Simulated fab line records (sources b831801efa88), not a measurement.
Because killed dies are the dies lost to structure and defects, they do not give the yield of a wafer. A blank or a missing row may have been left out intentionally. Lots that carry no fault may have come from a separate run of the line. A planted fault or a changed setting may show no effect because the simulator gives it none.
fab line records	flow gf180mcu
record lots=24	wafers=72	last_day=34
route steps=602 shown V1@353 M2@379 V2@405 M4@470 V4@498
lots with no fault: from the same line, run without faults
start_h: start of the lot's first displayed wafer, in hours after the record's first day	wait_h: time in hours since the lot's previous step	" the same as in the row above	L1.1+2: a single row standing in for several wafers	- value missing, or start not given	* or withheld: withheld	< > ~ a bound
route shown NAME@n: names a module that has steps shown in the file, with the first one's number in the route	usual: mean/standard deviation taken from wafers without a fault	same: alike in all rows	chamber/n: place in a boat	sites: readings site by site	_std_site: standard deviation across them	_edge_site: outer sites' mean less inner sites'	radius_mm: how far each site lies from the wafer's centre	mask NAME#n: copy n	behind: tool/chamber where the wafer was last shaped	hold: cause of the lot's hold/its duration in hours/its outcome	device: transistor that didn't switch, given as n, p or np	end of line: the tests these same wafers got at the end of their route	a step without rows: its recipe alone	killed: at the first sort, the dies lost to defects and structure; wafer yield is something else	map: a wafer's dies, x killed, . not, _ none there
set.NAME: setting as actually run; set.NAME@STEP: the setting as run at that earlier step	model.NAME: the simulator's own value behind a step, which no gauge read
one table for each step of the route and one row for each wafer, over a sample of lots
services: the hour from which a tool's chamber was out of use, counted from the record's first day as start_h (under 0 if before that day), plus the number of hours and why
## steps
# step GF_V1_STRIP_18
# recipe chemistry=O2/N2	power_w=1400	pressure_mtorr=1500	platen_temp_c=250	o2_flow_sccm=3000	n2_flow_sccm=300	overash_fraction=0.5
# usual drypump_motor_current_A=5.4/0.64	heater_power_w=330/25	oes_product_au=0.592/0.0049	platen_temp_c=250.02/0.18
lot.wafer	tool	chamber	start_h	wait_h	drypump_motor_current_A	heater_power_w	oes_product_au	platen_temp_c	rf_hours_counter_h
L074.1	plasma_asher-03	0	408.06	-	4.9	291	0.595	249.61	73
L074.2	"	1	"	"	5.0	308	0.584	250.12	73
L074.3	"	0	"	"	4.9	293	0.591	249.77	-
L075.1	plasma_asher-01	1	416.61	-	5.6	370	0.587	249.95	81
L075.2	"	0	"	"	6.8	328	0.592	250.33	81
L075.5	"	1	"	"	5.5	376	0.586	250.16	-
L076.1	plasma_asher-03	1	431.16	-	5.0	302	0.598	250.30	0
L076.4	"	0	"	"	4.9	300	0.592	250.01	-
L076.5	"	0	"	"	4.9	300	0.582	250.23	-
L077.1	plasma_asher-03	0	437.46	-	4.9	301	0.589	250.42	0
L077.2	"	1	"	"	5.0	313	0.588	249.81	0
L077.6	"	1	"	"	5.0	307	0.596	250.07	-
L078.1	plasma_asher-03	1	450.51	-	5.0	307	0.596	250.05	2
L078.3	"	0	"	"	4.9	307	0.596	250.05	-
L078.6	"	0	"	"	4.9	300	0.585	249.53	-
L079.2	plasma_asher-04	0	458.60	-	5.3	325	0.591	249.99	35
L079.4	"	0	"	"	5.3	340	0.590	250.05	-
L079.5	"	0	"	"	5.3	347	0.596	250.13	-
L080.1	plasma_asher-03	1	469.90	-	5.0	310	0.588	250.30	4
L080.5	"	1	"	"	5.0	313	0.593	250.25	-
L080.6	"	0	"	"	4.9	306	0.594	249.88	-
L081.3	plasma_asher-04	1	483.14	-	5.2	334	0.588	249.76	-
L081.4	"	0	"	"	5.3	342	0.588	250.04	-
L081.5	"	0	"	"	5.4	345	0.600	249.97	-
L082.2	plasma_asher-01	0	483.46	-	6.8	325	0.582	249.88	88
L082.4	"	1	"	"	5.6	369	0.591	249.86	-
L082.5	"	0	"	"	6.8	326	0.591	250.10	-
L083.2	plasma_asher-01	1	500.35	-	5.6	379	0.590	249.87	90
L083.5	"	0	"	"	6.8	326	0.590	249.98	-
L083.6	"	1	"	"	5.6	372	0.597	249.88	-
L084.2	plasma_asher-01	1	508.85	-	5.6	384	0.587	250.12	91
L084.5	"	1	"	"	5.6	375	0.593	250.21	-
L084.6	"	0	"	"	6.8	331	0.589	249.90	-
L085.1	plasma_asher-03	1	510.45	-	5.0	302	0.590	250.00	8
L085.4	"	0	"	"	4.9	300	0.592	250.39	-
L085.6	"	1	"	"	5.0	303	0.594	249.86	-
L086.1	plasma_asher-04	1	519.21	-	5.1	339	0.596	250.14	41
L086.2	"	0	"	"	5.4	328	0.585	249.97	41
L086.3	"	1	"	"	5.2	337	0.592	249.92	-
L087.3	plasma_asher-01	1	526.94	-	5.6	370	0.599	250.31	-
L087.4	"	0	"	"	6.8	328	0.598	249.75	-
L087.6	"	1	"	"	5.6	373	0.589	250.02	-
L088.1	plasma_asher-04	0	539.66	-	5.3	339	0.593	249.94	45
L088.4	"	1	"	"	5.1	341	0.586	250.11	-
L088.6	"	1	"	"	5.1	343	0.594	250.00	-
L089.1	plasma_asher-04	1	544.75	-	5.1	341	0.586	249.95	46
L089.4	"	0	"	"	5.3	340	0.594	250.16	-
L089.6	"	1	"	"	5.1	349	0.587	249.82	-
L090.4	plasma_asher-01	1	560.04	-	5.6	380	0.583	249.78	-
L090.5	"	0	"	"	6.8	324	0.598	250.37	-
L090.6	"	1	"	"	5.6	380	0.594	250.05	-
L091.1	plasma_asher-01	1	562.56	-	5.6	382	0.588	249.99	97
L091.4	"	0	"	"	6.8	326	0.590	250.19	-
L091.6	"	0	"	"	6.8	323	0.588	249.85	-
L092.1	plasma_asher-01	0	567.65	-	6.8	323	0.592	250.16	98
L092.3	"	1	"	"	5.6	367	0.591	250.18	-
L092.5	"	1	"	"	5.6	378	0.591	250.23	-
L093.3	plasma_asher-03	0	577.48	-	4.9	302	0.591	250.13	-
L093.4	"	1	"	"	5.0	305	0.595	249.93	-
L093.5	"	1	"	"	5.0	311	0.592	249.98	-
L094.3	plasma_asher-04	1	585.79	-	5.1	336	0.592	249.92	-
L094.5	"	1	"	"	5.1	335	0.589	250.06	-
L094.6	"	0	"	"	5.3	351	0.589	249.99	-
L095.1	plasma_asher-04	0	598.01	-	5.3	339	0.588	249.79	51
L095.3	"	0	"	"	5.3	350	0.590	249.86	-
L095.6	"	1	"	"	5.1	343	0.596	249.97	-
L096.2	plasma_asher-03	1	599.56	-	5.0	306	0.591	249.83	12
L096.3	"	0	"	"	4.9	299	0.593	250.26	-
L096.5	"	0	"	"	4.9	301	0.592	250.21	-
L097.1	plasma_asher-03	0	603.41	-	4.9	307	0.600	249.86	13
L097.5	"	1	"	"	5.0	307	0.595	249.98	-
L097.6	"	0	"	"	4.9	296	0.602	250.03	-
# step GF_M2_STRIP_17
# recipe chemistry=O2/N2	power_w=1400	pressure_mtorr=1500	platen_temp_c=250	o2_flow_sccm=3000	n2_flow_sccm=300	overash_fraction=0.5
# usual drypump_motor_current_A=5.3/0.5	heater_power_w=327/23	oes_product_au=0.557/0.0045	platen_temp_c=250.00/0.19	strip_time_to_endpoint_s=7.86/0.035
lot.wafer	tool	chamber	start_h	wait_h	drypump_motor_current_A	heater_power_w	oes_product_au	platen_temp_c	rf_hours_counter_h	strip_time_to_endpoint_s
L074.1	plasma_asher-02	0	433.49	0.1	6.3	360	0.563	249.94	65	7.83
L074.2	"	1	"	"	6.0	325	0.553	249.93	65	7.87
L074.3	"	0	"	"	6.3	380	0.555	249.96	-	7.83
L075.1	plasma_asher-04	0	442.59	0.1	5.3	342	0.557	250.10	33	7.91
L075.2	"	1	"	"	5.1	338	0.555	249.83	33	7.86
L075.5	"	1	"	"	5.1	345	0.555	250.04	-	7.88
L076.1	plasma_asher-03	1	456.91	0.1	5.0	311	0.560	250.39	2	7.86
L076.4	"	1	"	"	4.9	305	0.556	250.28	-	7.86
L076.5	"	1	"	"	4.9	305	0.554	250.26	-	7.85
L077.1	plasma_asher-03	1	463.64	0.1	5.0	311	0.552	250.05	3	7.86
L077.2	"	0	"	"	4.9	303	0.555	249.96	3	7.90
L077.6	"	0	"	"	4.9	298	0.566	250.12	-	7.86
L078.1	plasma_asher-04	0	476.66	0.1	5.4	339	0.562	250.03	37	7.87
L078.3	"	0	"	"	5.4	339	0.558	249.69	-	7.85
L078.6	"	1	"	"	5.1	330	0.562	250.14	-	7.88
L079.2	plasma_asher-03	1	484.13	0.1	4.9	300	0.558	250.18	5	7.83
L079.4	"	1	"	"	5.0	307	0.561	250.19	-	7.83
L079.5	"	1	"	"	5.0	304	0.558	250.21	-	7.85
L080.1	plasma_asher-04	1	495.04	0.1	5.1	337	0.553	249.74	39	7.84
L080.5	"	0	"	"	5.3	350	0.553	249.86	-	7.83
L080.6	"	1	"	"	5.1	343	0.564	250.35	-	7.80
L081.3	plasma_asher-02	0	507.87	0.1	6.4	382	0.560	250.02	-	7.83
L081.4	"	1	"	"	6.0	313	0.552	249.84	-	7.83
L081.5	"	1	"	"	6.0	317	0.552	249.72	-	7.80
L082.2	plasma_asher-03	1	508.18	0.1	5.0	304	0.559	249.94	8	7.87
L082.4	"	0	"	"	4.9	300	0.554	249.76	-	7.88
L082.5	"	0	"	"	4.9	299	0.558	250.02	-	7.85
L083.2	plasma_asher-02	0	525.28	0.1	6.3	368	0.558	249.99	74	7.80
L083.5	"	0	"	"	6.3	364	0.553	249.80	-	7.84
L083.6	"	1	"	"	6.0	315	0.552	250.05	-	7.84
L084.2	plasma_asher-02	0	533.41	0.1	6.3	370	0.559	249.91	76	7.82
L084.5	"	0	"	"	6.3	376	0.552	249.99	-	7.87
L084.6	"	1	"	"	6.0	319	0.554	249.91	-	7.84
L085.1	plasma_asher-02	1	534.74	0.1	6.0	316	0.559	249.97	76	7.90
L085.4	"	0	"	"	6.3	372	0.553	249.76	-	7.88
L085.6	"	1	"	"	6.0	320	0.563	250.15	-	7.85
L086.1	plasma_asher-04	0	543.48	0.1	5.3	344	0.555	250.37	45	7.87
L086.2	"	1	"	"	5.1	337	0.558	249.75	45	7.84
L086.3	"	1	"	"	5.1	336	0.556	249.67	-	7.84
L087.3	plasma_asher-04	1	550.37	0.1	5.1	341	0.561	250.15	-	7.93
L087.4	"	0	"	"	5.3	339	0.557	250.17	-	7.92
L087.6	"	0	"	"	5.3	344	0.561	249.95	-	7.93
L088.1	plasma_asher-02	1	562.96	0.1	6.0	323	0.555	250.02	80	7.80
L088.4	"	1	"	"	6.0	313	0.555	250.23	-	7.80
L088.6	"	0	"	"	6.3	368	0.551	249.84	-	7.84
L089.1	plasma_asher-04	0	568.56	0.1	5.3	334	0.550	250.23	48	7.85
L089.4	"	0	"	"	5.4	328	0.553	250.35	-	7.83
L089.6	"	1	"	"	5.1	334	0.563	249.79	-	7.83
L090.4	plasma_asher-04	1	583.02	0.1	5.1	337	0.561	250.08	-	7.86
L090.5	"	0	"	"	5.3	343	0.556	249.88	-	7.86
L090.6	"	1	"	"	5.1	342	0.558	249.87	-	7.86
L091.1	plasma_asher-03	1	584.71	0.1	5.0	295	0.554	250.08	11	7.80
L091.4	"	0	"	"	4.9	297	0.557	249.96	-	7.80
L091.6	"	0	"	"	4.9	304	0.569	249.96	-	7.85
L092.1	plasma_asher-03	0	590.46	0.1	4.9	296	0.564	249.68	11	7.91
L092.3	"	0	"	"	4.9	304	0.555	249.99	-	7.89
L092.5	"	0	"	"	4.9	310	0.561	249.99	-	7.93
L093.3	plasma_asher-03	1	600.64	0.1	5.0	305	0.555	250.02	-	7.89
L093.4	"	0	"	"	4.9	300	0.556	249.91	-	7.82
L093.5	"	0	"	"	4.9	306	0.553	250.08	-	7.84
L094.3	plasma_asher-03	0	609.27	0.1	4.9	301	0.564	249.74	-	7.88
L094.5	"	1	"	"	5.0	301	0.562	249.94	-	7.88
L094.6	"	0	"	"	4.9	306	0.554	250.12	-	7.87
L095.1	plasma_asher-03	0	620.06	0.1	4.9	307	0.553	250.04	15	7.93
L095.3	"	0	"	"	4.9	305	0.562	249.94	-	7.94
L095.6	"	0	"	"	4.9	300	0.562	249.86	-	7.92
L096.2	plasma_asher-04	1	622.21	0.1	5.1	349	0.560	250.09	54	7.87
L096.3	"	1	"	"	5.1	329	0.558	250.40	-	7.87
L096.5	"	0	"	"	5.3	341	0.566	250.48	-	7.86
L097.1	plasma_asher-04	0	625.20	0.2	5.3	340	0.555	250.15	54	7.86
L097.5	"	1	"	"	5.1	338	0.556	249.74	-	7.87
L097.6	"	0	"	"	5.4	340	0.559	250.31	-	7.86
# step GF_V2_CVD_23
# recipe material=W	target_thk_nm=350	time_s=104.94	temp_c=400	pressure_torr=40
# usual heater_power_w=969/55
lot.wafer	tool	chamber	start_h	wait_h	heater_power_w
L074.1	cvd_w-01	0	459.74	0.0	973
L074.2	"	0	"	"	986
L074.3	"	0	"	"	976
L075.1	cvd_w-01	0	469.04	0.0	967
L075.2	"	1	"	"	887
L075.5	"	1	"	"	879
L076.1	cvd_w-02	0	482.69	0.0	1056
L076.4	"	0	"	"	1005
L076.5	"	1	"	"	958
L077.1	cvd_w-02	1	490.44	0.0	967
L077.2	"	0	"	"	1039
L077.6	"	1	"	"	965
L078.1	cvd_w-01	0	503.09	0.0	992
L078.3	"	1	"	"	873
L078.6	"	1	"	"	897
L079.2	cvd_w-01	1	509.85	0.0	882
L079.4	"	1	"	"	880
L079.5	"	0	"	"	980
L080.1	cvd_w-01	0	520.54	0.0	973
L080.5	"	0	"	"	975
L080.6	"	1	"	"	890
L081.3	cvd_w-01	0	532.90	0.1	955
L081.4	"	1	"	"	884
L081.5	"	1	"	"	894
L082.2	cvd_w-02	1	533.11	0.0	960
L082.4	"	0	"	"	1044
L082.5	"	0	"	"	1024
L083.2	cvd_w-02	0	549.89	0.0	1029
L083.5	"	0	"	"	1064
L083.6	"	1	"	"	972
L084.2	cvd_w-01	1	558.15	0.0	900
L084.5	"	1	"	"	910
L084.6	"	0	"	"	950
L085.1	cvd_w-02	0	559.62	0.0	1026
L085.4	"	1	"	"	952
L085.6	"	1	"	"	950
L086.1	cvd_w-02	0	567.65	0.0	1043
L086.2	"	1	"	"	971
L086.3	"	0	"	"	1044
L087.3	cvd_w-01	1	574.38	0.1	897
L087.4	"	0	"	"	960
L087.6	"	0	"	"	972
L088.1	cvd_w-02	1	585.55	0.0	962
L088.4	"	1	"	"	933
L088.6	"	0	"	"	1068
L089.1	cvd_w-02	1	592.61	0.0	959
L089.4	"	1	"	"	951
L089.6	"	1	"	"	968
L090.4	cvd_w-02	1	607.13	0.1	933
L090.5	"	0	"	"	1046
L090.6	"	1	"	"	926
L091.1	cvd_w-01	1	608.34	0.0	876
L091.4	"	0	"	"	961
L091.6	"	1	"	"	883
L092.1	cvd_w-01	0	613.79	0.0	964
L092.3	"	1	"	"	916
L092.5	"	1	"	"	923
L093.3	cvd_w-01	0	623.59	0.1	987
L093.4	"	1	"	"	909
L093.5	"	1	"	"	918
L094.3	cvd_w-02	1	631.24	0.1	965
L094.5	"	1	"	"	958
L094.6	"	0	"	"	1044
L095.1	cvd_w-02	0	642.06	0.0	1035
L095.3	"	0	"	"	1043
L095.6	"	0	"	"	1069
L096.2	cvd_w-01	0	644.88	0.0	953
L096.3	"	0	"	"	996
L096.5	"	0	"	"	964
L097.1	cvd_w-02	0	646.89	0.0	1057
L097.5	"	1	"	"	954
L097.6	"	0	"	"	1040
# step GF_M4_CD_MEAS_14
# recipe target_cd_nm=280
# usual cd_nm=280.2/1.3
lot.wafer	tool	chamber	start_h	wait_h	cd_nm
L074.1	cd_sem-02	-	533.42	0.1	278.3
L074.2	"	-	"	"	276.3
L074.3	"	-	"	"	277.5
L075.1	cd_sem-02	-	542.39	0.1	279.1
L075.2	"	-	"	"	280.6
L075.5	"	-	"	"	280.3
L076.1	cd_sem-02	-	555.27	0.1	280.2
L076.4	"	-	"	"	280.5
L076.5	"	-	"	"	280.5
L077.1	cd_sem-02	-	562.62	0.1	278.8
L077.2	"	-	"	"	278.6
L077.6	"	-	"	"	278.7
L078.1	cd_sem-01	-	573.52	0.1	281.3
L078.3	"	-	"	"	280.7
L078.6	"	-	"	"	280.7
L079.2	cd_sem-02	-	581.79	0.1	277.6
L079.4	"	-	"	"	278.5
L079.5	"	-	"	"	277.4
L080.1	cd_sem-01	-	590.02	0.1	279.8
L080.5	"	-	"	"	280.2
L080.6	"	-	"	"	279.7
L081.3	cd_sem-01	-	602.81	0.1	282.7
L081.4	"	-	"	"	282.4
L081.5	"	-	"	"	282.0
L082.2	cd_sem-02	-	602.94	0.1	281.0
L082.4	"	-	"	"	280.4
L082.5	"	-	"	"	280.7
L083.2	cd_sem-01	-	619.84	0.1	279.7
L083.5	"	-	"	"	281.4
L083.6	"	-	"	"	279.4
L084.2	cd_sem-01	-	626.94	0.1	281.3
L084.5	"	-	"	"	280.5
L084.6	"	-	"	"	280.6
L085.1	cd_sem-02	-	627.64	0.1	281.5
L085.4	"	-	"	"	280.9
L085.6	"	-	"	"	280.8
L086.1	cd_sem-01	-	633.46	0.1	279.5
L086.2	"	-	"	"	278.3
L086.3	"	-	"	"	279.5
L087.3	cd_sem-01	-	642.73	0.1	279.0
L087.4	"	-	"	"	279.2
L087.6	"	-	"	"	279.0
L088.1	cd_sem-01	-	651.04	0.1	279.0
L088.4	"	-	"	"	279.8
L088.6	"	-	"	"	279.7
L089.1	cd_sem-02	-	657.01	0.1	278.4
L089.4	"	-	"	"	277.9
L089.6	"	-	"	"	280.3
L090.4	cd_sem-02	-	670.04	0.1	280.2
L090.5	"	-	"	"	278.8
L090.6	"	-	"	"	279.5
L091.1	cd_sem-01	-	671.79	0.1	281.4
L091.4	"	-	"	"	282.4
L091.6	"	-	"	"	280.9
L092.1	cd_sem-01	-	678.52	0.1	281.4
L092.3	"	-	"	"	282.2
L092.5	"	-	"	"	282.2
L093.3	cd_sem-02	-	685.96	0.1	279.2
L093.4	"	-	"	"	279.3
L093.5	"	-	"	"	279.4
L094.3	cd_sem-02	-	692.78	0.1	280.8
L094.5	"	-	"	"	280.5
L094.6	"	-	"	"	281.4
L095.1	cd_sem-02	-	702.32	0.1	281.0
L095.3	"	-	"	"	279.6
L095.6	"	-	"	"	281.6
L096.2	cd_sem-02	-	706.19	0.1	279.8
L096.3	"	-	"	"	280.6
L096.5	"	-	"	"	280.5
L097.1	cd_sem-02	-	707.12	0.1	282.1
L097.5	"	-	"	"	282.1
L097.6	"	-	"	"	281.8
# step GF_V4_SPUTTER_22
# recipe material=TiN	target_thk_nm=10	chamber_pressure_pa=5	power_w=4000	time_s=40
# usual throttle_valve_pct=29.8/0.76
lot.wafer	tool	chamber	start_h	wait_h	throttle_valve_pct
L074.1	pvd_sputter-02	-	558.51	0.0	29.0
L074.2	"	-	"	"	29.3
L074.3	"	-	"	"	30.3
L075.1	pvd_sputter-01	-	566.40	0.0	29.1
L075.2	"	-	"	"	30.5
L075.5	"	-	"	"	30.3
L076.1	pvd_sputter-04	-	579.23	0.0	29.9
L076.4	"	-	"	"	31.1
L076.5	"	-	"	"	31.5
L077.1	pvd_sputter-04	-	585.13	0.0	29.1
L077.2	"	-	"	"	30.0
L077.6	"	-	"	"	29.0
L078.1	pvd_sputter-04	-	599.61	0.0	30.0
L078.3	"	-	"	"	31.2
L078.6	"	-	"	"	31.6
L079.2	pvd_sputter-02	-	605.08	0.0	29.2
L079.4	"	-	"	"	30.4
L079.5	"	-	"	"	30.4
L080.1	pvd_sputter-01	-	613.54	0.0	29.5
L080.5	"	-	"	"	29.8
L080.6	"	-	"	"	30.7
L082.2	pvd_sputter-01	-	625.05	0.0	30.0
L082.4	"	-	"	"	30.5
L082.5	"	-	"	"	30.1
L081.3	pvd_sputter-02	-	625.36	0.0	29.0
L081.4	"	-	"	"	30.2
L081.5	"	-	"	"	30.3
L083.2	pvd_sputter-04	-	641.67	0.0	29.0
L083.5	"	-	"	"	29.0
L083.6	"	-	"	"	30.2
L084.2	pvd_sputter-01	-	649.72	0.0	29.4
L084.5	"	-	"	"	30.4
L084.6	"	-	"	"	29.3
L085.1	pvd_sputter-01	-	650.65	0.0	29.6
L085.4	"	-	"	"	29.8
L085.6	"	-	"	"	29.4
L086.1	pvd_sputter-04	-	655.42	0.0	28.6
L086.2	"	-	"	"	30.1
L086.3	"	-	"	"	28.8
L087.3	pvd_sputter-04	-	664.57	0.0	30.3
L087.4	"	-	"	"	29.1
L087.6	"	-	"	"	28.7
L088.1	pvd_sputter-04	-	671.81	0.0	29.0
L088.4	"	-	"	"	30.0
L088.6	"	-	"	"	29.9
L089.1	pvd_sputter-02	-	678.86	0.0	29.0
L089.4	"	-	"	"	29.3
L089.6	"	-	"	"	29.3
L090.4	pvd_sputter-02	-	691.24	0.0	29.4
L090.5	"	-	"	"	30.4
L090.6	"	-	"	"	29.1
L091.1	pvd_sputter-02	-	693.27	0.0	29.5
L091.4	"	-	"	"	30.5
L091.6	"	-	"	"	30.3
L092.1	pvd_sputter-04	-	699.37	0.0	28.7
L092.3	"	-	"	"	31.3
L092.5	"	-	"	"	30.3
L093.3	pvd_sputter-02	-	706.70	0.0	29.2
L093.4	"	-	"	"	29.1
L093.5	"	-	"	"	30.7
L094.3	pvd_sputter-01	-	712.95	0.0	29.4
L094.5	"	-	"	"	30.4
L094.6	"	-	"	"	30.0
L095.1	pvd_sputter-04	-	723.70	0.0	31.3
L095.3	"	-	"	"	30.1
L095.6	"	-	"	"	28.9
L096.2	pvd_sputter-02	-	726.08	0.0	30.4
L096.3	"	-	"	"	29.2
L096.5	"	-	"	"	30.3
L097.1	pvd_sputter-01	-	727.79	0.0	30.0
L097.5	"	-	"	"	30.2
L097.6	"	-	"	"	29.6
# step GF_V4_THK_MEAS_25
# recipe thk_meas_gauge=xrf	reads=W_of_V4_CVD_23
# usual V4_W_THK=348/5.5
lot.wafer	tool	chamber	start_h	wait_h	V4_W_THK[nm]
L074.1	film_metro-04	-	558.78	0.1	349
L074.2	"	-	"	"	350
L074.3	"	-	"	"	349
L075.1	film_metro-02	-	566.67	0.1	352
L075.2	"	-	"	"	352
L075.5	"	-	"	"	353
L076.1	film_metro-04	-	579.51	0.1	338
L076.4	"	-	"	"	340
L076.5	"	-	"	"	337
L077.1	film_metro-02	-	585.40	0.1	352
L077.2	"	-	"	"	356
L077.6	"	-	"	"	345
L078.1	film_metro-04	-	600.00	0.1	347
L078.3	"	-	"	"	348
L078.6	"	-	"	"	348
L079.2	film_metro-03	-	605.36	0.1	347
L079.4	"	-	"	"	343
L079.5	"	-	"	"	343
L080.1	film_metro-02	-	613.81	0.1	352
L080.5	"	-	"	"	351
L080.6	"	-	"	"	353
L082.2	film_metro-02	-	625.33	0.1	351
L082.4	"	-	"	"	354
L082.5	"	-	"	"	353
L081.3	film_metro-03	-	625.65	0.1	343
L081.4	"	-	"	"	349
L081.5	"	-	"	"	346
L083.2	film_metro-02	-	641.95	0.1	355
L083.5	"	-	"	"	356
L083.6	"	-	"	"	356
L084.2	film_metro-03	-	650.00	0.1	344
L084.5	"	-	"	"	340
L084.6	"	-	"	"	344
L085.1	film_metro-04	-	650.92	0.1	347
L085.4	"	-	"	"	344
L085.6	"	-	"	"	341
L086.1	film_metro-02	-	655.69	0.1	353
L086.2	"	-	"	"	354
L086.3	"	-	"	"	351
L087.3	film_metro-04	-	664.86	0.1	348
L087.4	"	-	"	"	351
L087.6	"	-	"	"	349
L088.1	film_metro-04	-	672.08	0.1	339
L088.4	"	-	"	"	348
L088.6	"	-	"	"	338
L089.1	film_metro-03	-	679.13	0.1	349
L089.4	"	-	"	"	347
L089.6	"	-	"	"	353
L090.4	film_metro-04	-	691.54	0.1	341
L090.5	"	-	"	"	341
L090.6	"	-	"	"	339
L091.1	film_metro-03	-	693.54	0.1	350
L091.4	"	-	"	"	355
L091.6	"	-	"	"	355
L092.1	film_metro-04	-	699.64	0.1	344
L092.3	"	-	"	"	348
L092.5	"	-	"	"	340
L093.3	film_metro-04	-	707.10	0.1	339
L093.4	"	-	"	"	344
L093.5	"	-	"	"	340
L094.3	film_metro-04	-	713.36	0.1	347
L094.5	"	-	"	"	345
L094.6	"	-	"	"	352
L095.1	film_metro-03	-	723.97	0.1	347
L095.3	"	-	"	"	351
L095.6	"	-	"	"	347
L096.2	film_metro-02	-	726.36	0.1	353
L096.3	"	-	"	"	360
L096.5	"	-	"	"	357
L097.1	film_metro-03	-	728.06	0.1	356
L097.5	"	-	"	"	356
L097.6	"	-	"	"	349
## services
tool	chamber	start_h	hours	kind
cvd_w-02	-	384.06	0.2	repair
cvd_w-02	-	390.00	14.0	pm
plasma_asher-03	-	421.25	9.0	pm
cvd_w-02	1	425.29	15.1	repair
plasma_asher-03	-	432.21	2.2	repair
pvd_sputter-02	-	433.55	6.3	repair
cvd_w-01	-	435.17	2.3	repair
cvd_w-02	0	435.83	6.5	repair
cvd_w-01	1	456.80	7.0	repair
cvd_w-02	1	467.09	3.0	repair
pvd_sputter-04	-	524.05	4.8	repair
plasma_asher-01	-	537.65	8.9	pm
pvd_sputter-04	-	543.11	1.9	repair
cvd_w-01	0	595.86	4.1	repair
pvd_sputter-04	-	603.30	3.1	repair
plasma_asher-01	-	603.50	1.3	repair
plasma_asher-04	-	604.75	5.0	repair
cvd_w-02	-	624.93	1.0	repair
pvd_sputter-02	-	680.69	3.5	repair
pvd_sputter-04	-	687.99	5.2	repair
cvd_w-02	1	697.55	13.4	repair
cvd_w-02	0	707.24	2.5	repair
cvd_w-01	1	712.56	13.2	repair
plasma_asher-04	-	720.23	0.3	repair
## key
fault none
